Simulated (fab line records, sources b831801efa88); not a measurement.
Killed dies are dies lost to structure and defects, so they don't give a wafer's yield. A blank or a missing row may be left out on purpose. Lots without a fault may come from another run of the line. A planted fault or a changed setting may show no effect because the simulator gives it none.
Split-lot experiment | flow sfq_line | 5 lots, 23 wafers read, on a route of 325 steps

THE SPLIT
At SFQ_TRILAYER_I0_VIA_LITHO_PEB_034 (peb time 60 s), the setting peb_time_s was moved away from the recipe's 60 s on 8 of the 23 wafers read, by -5.8% to +10.2%. The other wafers ran this setting at the recipe's value.

FROM THE SPLIT TO THE READING: what the file shows between them, 1 step
- SFQ_TRILAYER_I0_VIA_LITHO_DEVELOP_033: time 60 s

THE READING
I0.cd_nm (the simulator's own value, which no gauge read), in nm, at SFQ_TRILAYER_I0_VIA_BARC_OPEN_VIA_ETCH_046 (etches BARC in O2, target depth 125 nm, time 41.7 s). The file gives no usual value for it. The 15 wafers here that ran the recipe average 500.3 nm, standard deviation 0.79 nm.

wafer  | tool, chamber at the split | peb_time_s as run, s | against the recipe | I0.cd_nm, nm | against lot-mates on the recipe
L076.1 | litho_track-01, 0          | 60                   | recipe             | 502.1        | -
L076.2 | litho_track-01, 0          | 66.12                | +10.2%             | 514          | +13.1
L076.3 | litho_track-01, 0          | 66.12                | +10.2%             | 513.9        | +13.0
L076.4 | litho_track-01, 0          | 60                   | recipe             | 500.7        | -
L076.5 | litho_track-01, 0          | 60                   | recipe             | 500          | -
L077.1 | litho_track-03, 0          | 60                   | recipe             | 499.7        | -
L077.2 | litho_track-03, 0          | 60                   | recipe             | 500.4        | -
L077.4 | litho_track-03, 0          | 60                   | recipe             | 500.8        | -
L077.5 | litho_track-03, 0          | 60                   | recipe             | 499.8        | -
L077.6 | litho_track-03, 0          | 60                   | recipe             | 499          | -
L078.1 | litho_track-04, 0          | 62.54                | +4.2%              | 507.3        | +7.4
L078.2 | litho_track-04, 0          | 60                   | recipe             | 499.5        | -
L078.3 | litho_track-04, 0          | 62.54                | +4.2%              | 507          | +7.1
L078.4 | litho_track-04, 0          | 62.54                | +4.2%              | 508.3        | +8.4
L078.6 | litho_track-04, 0          | 60                   | recipe             | 500.4        | -
L082.2 | litho_track-03, 0          | 60                   | recipe             | 500.8        | -
L082.4 | litho_track-03, 0          | 60                   | recipe             | 499.2        | -
L082.6 | litho_track-03, 0          | 60                   | recipe             | 501          | -
L083.2 | litho_track-03, 0          | 60                   | recipe             | 500.7        | -
L083.3 | litho_track-03, 0          | 60                   | recipe             | 501          | -
L083.4 | litho_track-03, 0          | 56.5                 | -5.8%              | 491.9        | -9.0
L083.5 | litho_track-03, 0          | 56.5                 | -5.8%              | 493.2        | -7.7
L083.6 | litho_track-03, 0          | 56.5                 | -5.8%              | 491.2        | -9.7

THE FIT
A straight line over all 23 wafers: I0.cd_nm changes by +1.41 nm for each +1% of peb_time_s; r = +0.99; the points scatter about the line by 0.92 nm.
The same after taking each lot's own level away (the mean of its wafers on the recipe; 23 wafers): +1.41 nm for each +1%; r = +0.98; scatter 1 nm.
On that fit, the largest move of peb_time_s shifts the reading by 14 nm.
The lots' own levels span 499.94 to 500.93 nm, that is 1.3 times the standard deviation above.
So the lot-to-lot level changes the slope little: the two slopes agree.
Check: with one of the wafers moved furthest among these (+10.2%) left out of the fit, the line predicts +15 nm for it against its lot-mates. It came out at +13.1 nm against them.

OTHER SPLITS ON THESE WAFERS
These wafers also went through other splits before the reading. Each is held against what the fit with the lots' levels taken away leaves over:
other split on the same wafers               | wafers away from the commonest value | r with I0.cd_nm (lot level and that fit taken away)
SFQ_TRILAYER_L0_LITHO_COAT_005 resist_thk_nm | 6                                    | -0.29
SFQ_TRILAYER_L0_LITHO_EXPOSE_006 dose_mj     | 9                                    | +0.47
SFQ_TRILAYER_L0_ETCH_METAL_ETCH_008 time_s   | 5                                    | -0.14
SFQ_TRILAYER_M0_DEP_SPUTTER_019 time_s       | 9                                    | +0.05
SFQ_TRILAYER_I0_VIA_LITHO_COAT_036 spin_rpm  | 8                                    | -0.17

THE FILE'S OWN FIT
I0.cd_nm changes by +1.39 nm for each +1% of peb_time_s, r = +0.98.
